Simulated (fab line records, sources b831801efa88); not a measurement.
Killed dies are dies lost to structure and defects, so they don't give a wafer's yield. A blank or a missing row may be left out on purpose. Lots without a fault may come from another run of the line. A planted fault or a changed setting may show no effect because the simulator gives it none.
Problem report in the 8D (eight disciplines) form, filled by code | flow sky130 | the parts of the form that need people (team, actions taken, sign-off) are left out

1. THE PROBLEM
killed_at_front_end at SKY_PAD_OPEN_PROBE_99 reads a mean of 44 on 6 wafers of 2 lots; wafers without a fault read 15 with a standard deviation of 4.1. That is +7.0 standard deviations from the usual mean.
First seen on wafer L657.1, day 47 17:54, on prober-02. The record holds 6 wafers of 2 lots with a number at this step. Rule for "out", or "out of limits": more than 4 standard deviations from the usual mean. The other wafers with a number count as sound.

2. WHAT IT IS AND WHAT IT IS NOT
question                    | is                     | is not
which readings at this step | killed_at_front_end    | killed_at_M4_up, killed_at_contacts, killed_open, killed_short
which lots                  | L657, L662             | -
which wafers of those lots  | all that have a number | -
read on which tools         | prober-01, prober-02   | -
when                        | from day 47 17:54      | up to then (0 sound wafers)

3. SUSPECTS, AND WHAT RULES EACH OUT
Counting: a tool at a process step up to the reading stays a suspect if it ran every lot that is out and no sound lot after the first of them.
- rie_diel-01 at SKY_FIELD_ISO_ETCH_15 (etches the open film in CHF3/O2, stops on Si, target depth 180 nm, time 72 s): kept. It ran every lot that is out, first L657 (day 3 20:49), and no sound lot after that.
Left after counting: rie_diel-01 at SKY_FIELD_ISO_ETCH_15.

4. THE CAUSE (what the simulator had put in)
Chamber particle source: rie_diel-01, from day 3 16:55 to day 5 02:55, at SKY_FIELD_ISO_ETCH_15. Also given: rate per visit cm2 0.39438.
Counting left only this tool.

5. THE CHAIN OF EFFECTS, in route order
Each row: a reading whose mean over the struck wafers that have a number lies more than 3 standard deviations from the usual. Only readings for which the record gives a usual standard deviation are gone through. hours: the time from each lot's start at the first step in this table that gives one to its start at this step, as a median over the lots. sigmas: the change in usual standard deviations.
hours | step                  | reading             | usual | on struck wafers | change | sigmas
0     | SKY_PAD_OPEN_PROBE_99 | killed_at_front_end | 15    | 44               | +29    | +7.0
0     | SKY_PAD_OPEN_PROBE_99 | killed_dies         | 85    | 116              | +31    | +3.5
The process steps in it:
- SKY_PAD_OPEN_PROBE_99

6. WHAT WOULD HAVE CAUGHT IT SOONER
In this record the first reading out of limits was taken at day 47 17:54, 1057 hours after the fault began at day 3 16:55.
Of the tool readings at SKY_FIELD_ISO_ETCH_15 for which the record gives a usual standard deviation, none was out on any struck wafer, so an alarm limit of 4 standard deviations on them would not have fired.
All the lots that are out (2) had begun SKY_FIELD_ISO_ETCH_15 on rie_diel-01 by day 47 17:54. A hold on the tool at that time would have spared none of them.
